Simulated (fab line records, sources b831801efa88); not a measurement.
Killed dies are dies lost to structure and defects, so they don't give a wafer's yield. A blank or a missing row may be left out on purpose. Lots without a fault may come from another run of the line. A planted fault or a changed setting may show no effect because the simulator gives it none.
A struck lot beside a sound one | flow sky130 | 35 steps out of a route of 708
Sound: wafers L417.2, L417.5, L417.6. Struck: wafer L421.5. (L421.2 of the same lot was not struck and is left out.) The cause comes at the end.
At each step with rows: each side's tool, then ch and its chambers, then its first start. Under that, the readings that differ: sound wafers | struck wafers | difference of the means | sigmas: that difference in standard deviations of wafers without a fault.
alike: readings whose means differ by less than 2 such deviations, and words and numbers that are the same on both sides. not compared: withheld readings, readings that some wafer has no value for, bounds like >300 that may hide the same value, and numbers for which the record gives no deviation and whose values overlap.
The two part at a step that has a row with sigmas, a row that says differs or no value, or rows on one side only. Numbers that don't overlap but have no deviation are shown without sigmas and don't part them. A reading that every wafer of one side lacks parts them only if that side has two wafers or more.

first, 4 steps without rows for these wafers: SKY_METAL5_SOFTBAKE_10 (time 60 s); SKY_METAL5_EXPOSE_11 (exposes mask MM5, target cd 1600 nm); SKY_METAL5_PEB_12; SKY_METAL5_DEVELOP_13 (develop time 60 s).
SKY_METAL5_DESCUM_14: chemistry O2, time 11 s.
  sound on rie_metal-01 ch 0,1, day 45 04:33; struck on rie_metal-02 ch 1, day 45 23:40
  alike: drypump_motor_current_A, oes_product_au
  not compared: rf_hours_counter_h
then, 1 step without rows for these wafers: SKY_METAL5_METAL_ETCH_15 (etches the open film in Cl2/BCl3, stops on SiO2, target depth 1260 nm, time 252 s).
SKY_METAL5_STRIP_16: strips in O2/N2.
  sound on plasma_asher-01 ch 0,1, day 45 04:49; struck on plasma_asher-03 ch 1, day 45 23:56
  alike: drypump_motor_current_A, n2_flow_sccm, oes_product_au, strip_time_to_endpoint_s
  not compared: rf_hours_counter_h
then, 3 steps without rows for these wafers: SKY_METAL5_STRIP_17 (strips in post etch residue remover, time 1200 s); SKY_METAL5_CLEAN_18 (cleans in IPA, time 180 s); SKY_METAL5_CLEAN_19 (cleans in O3/DIW).
SKY_PASSIVATION_CVD_00: deposits SiO2, target thk 90 nm.
  sound on pecvd-01 ch 0,2, day 45 05:25; struck on pecvd-01 ch 2, day 46 00:31
  reading            | sound       | struck | difference | sigmas
  heater_power_w (W) | 620 617 860 | 977    | +278       | +2
SKY_PASSIVATION_THK_MEAS_01:
  sound on film_metro-03, day 45 05:26; struck on film_metro-03, day 46 00:34
  alike: PASSIVATION_CVD_00_THK
SKY_PASSIVATION_CVD_02: deposits Si3N4, target thk 540 nm.
  sound on pecvd-03 ch 0,1, day 45 05:29; struck on pecvd-02 ch 2, day 46 00:37
  reading                                       | sound             | struck | difference | sigmas
  model.Si3N4_of_PASSIVATION_CVD_02.thk_nm (nm) | 532.2 536.6 531.7 | 572.2  | +38.7      |
  alike: heater_power_w
SKY_PASSIVATION_THK_MEAS_03:
  sound on film_metro-02, day 45 05:50; struck on film_metro-02, day 46 00:50
  reading                     | sound       | struck | difference | sigmas
  PASSIVATION_CVD_02_THK (nm) | 532 536 532 | 572    | +39        | +6
then, 7 steps without rows for these wafers: SKY_PASSIVATION_DEHYDRATE_04 (time 60 s); SKY_PASSIVATION_HMDS_05 (prime time 60 s); SKY_PASSIVATION_COAT_06 (resist thk 3000 nm); SKY_PASSIVATION_SOFTBAKE_07; SKY_PASSIVATION_EXPOSE_08 (exposes mask NSM, target cd 3000 nm); SKY_PASSIVATION_PEB_09; SKY_PASSIVATION_DEVELOP_10 (develop time 60 s).
SKY_PASSIVATION_ETCH_11: etches the open film in CF4/O2, stops on AlCu, target depth 725 nm, time 161.1 s.
  sound on rie_diel-02 ch 0,2, day 46 02:43; struck on rie_diel-02 ch 0, day 46 22:04
  reading                                 | sound             | struck | difference | sigmas
  oes_product_au (a.u.)                   | 0.973 0.978 0.974 | 0.995  | +0.020     | +3
  model.PASSIVATION.feature_depth_nm (nm) | 695.9 702.4 699   | 727.6  | +28.5      |
  model.etch.depth_nm (nm)                | 695.9 702.4 699   | 727.6  | +28.5      |
  alike: drypump_motor_current_A, throttle_valve_pct
  not compared: rf_hours_counter_h
SKY_PASSIVATION_STRIP_12: strips in O2/N2.
  sound on plasma_asher-01 ch 0,1, day 46 02:49; struck on plasma_asher-02 ch 1, day 46 22:10
  alike: drypump_motor_current_A, n2_flow_sccm, oes_product_au, strip_time_to_endpoint_s
  not compared: rf_hours_counter_h
then, 7 steps without rows for these wafers: SKY_PAD_OPEN_DEHYDRATE_00 (time 60 s); SKY_PAD_OPEN_HMDS_01 (prime time 60 s); SKY_PAD_OPEN_COAT_02 (resist thk 3000 nm); SKY_PAD_OPEN_SOFTBAKE_03; SKY_PAD_OPEN_EXPOSE_04 (exposes mask PDM, target cd 60000 nm); SKY_PAD_OPEN_PEB_05; SKY_PAD_OPEN_DEVELOP_06 (develop time 60 s).
SKY_PAD_OPEN_ETCH_07: etches the open film in CF4/O2, stops on AlCu, target depth 725 nm, time 161.1 s.
  sound on rie_diel-04 ch 0,1, day 46 23:43; struck on rie_diel-03 ch 3, day 47 19:13
  reading                              | sound             | struck | difference | sigmas
  oes_product_au (a.u.)                | 0.981 0.975 0.975 | 0.997  | +0.020     | +3
  model.etch.depth_nm (nm)             | 695.9 702.4 699   | 731.7  | +32.6      |
  model.PAD_OPEN.feature_depth_nm (nm) | 695.9 702.4 699   | 731.7  | +32.6      |
  alike: drypump_motor_current_A, throttle_valve_pct
  not compared: rf_hours_counter_h
SKY_PAD_OPEN_STRIP_08: strips in O2/N2.
  sound on plasma_asher-03 ch 0,1, day 46 23:49; struck on plasma_asher-01 ch 0, day 47 19:19
  alike: drypump_motor_current_A, n2_flow_sccm, oes_product_au
  not compared: rf_hours_counter_h
SKY_PAD_OPEN_STRIP_09: strips in post etch residue remover, time 1200 s.
  sound on wet_bench-02 ch 0, day 46 23:55; struck on wet_bench-02 ch 2, day 47 19:25
  reading                                       | sound             | struck | difference | sigmas
  model.Si3N4_of_PASSIVATION_CVD_02.thk_nm (nm) | 531.9 536.2 531.3 | 571.8  | +38.7      |
  alike: bath_guard_temp_C
then, 1 step without rows for these wafers: SKY_PAD_OPEN_CLEAN_10 (cleans in IPA, time 180 s).
SKY_PAD_OPEN_PROBE_99:
  the record has rows for the struck wafers here (prober-01, day 47 21:50) and none for the sound ones

WHERE THEY PART
First at SKY_PASSIVATION_CVD_00; last, within this record, at SKY_PAD_OPEN_PROBE_99.

WHY: what the simulator had put in
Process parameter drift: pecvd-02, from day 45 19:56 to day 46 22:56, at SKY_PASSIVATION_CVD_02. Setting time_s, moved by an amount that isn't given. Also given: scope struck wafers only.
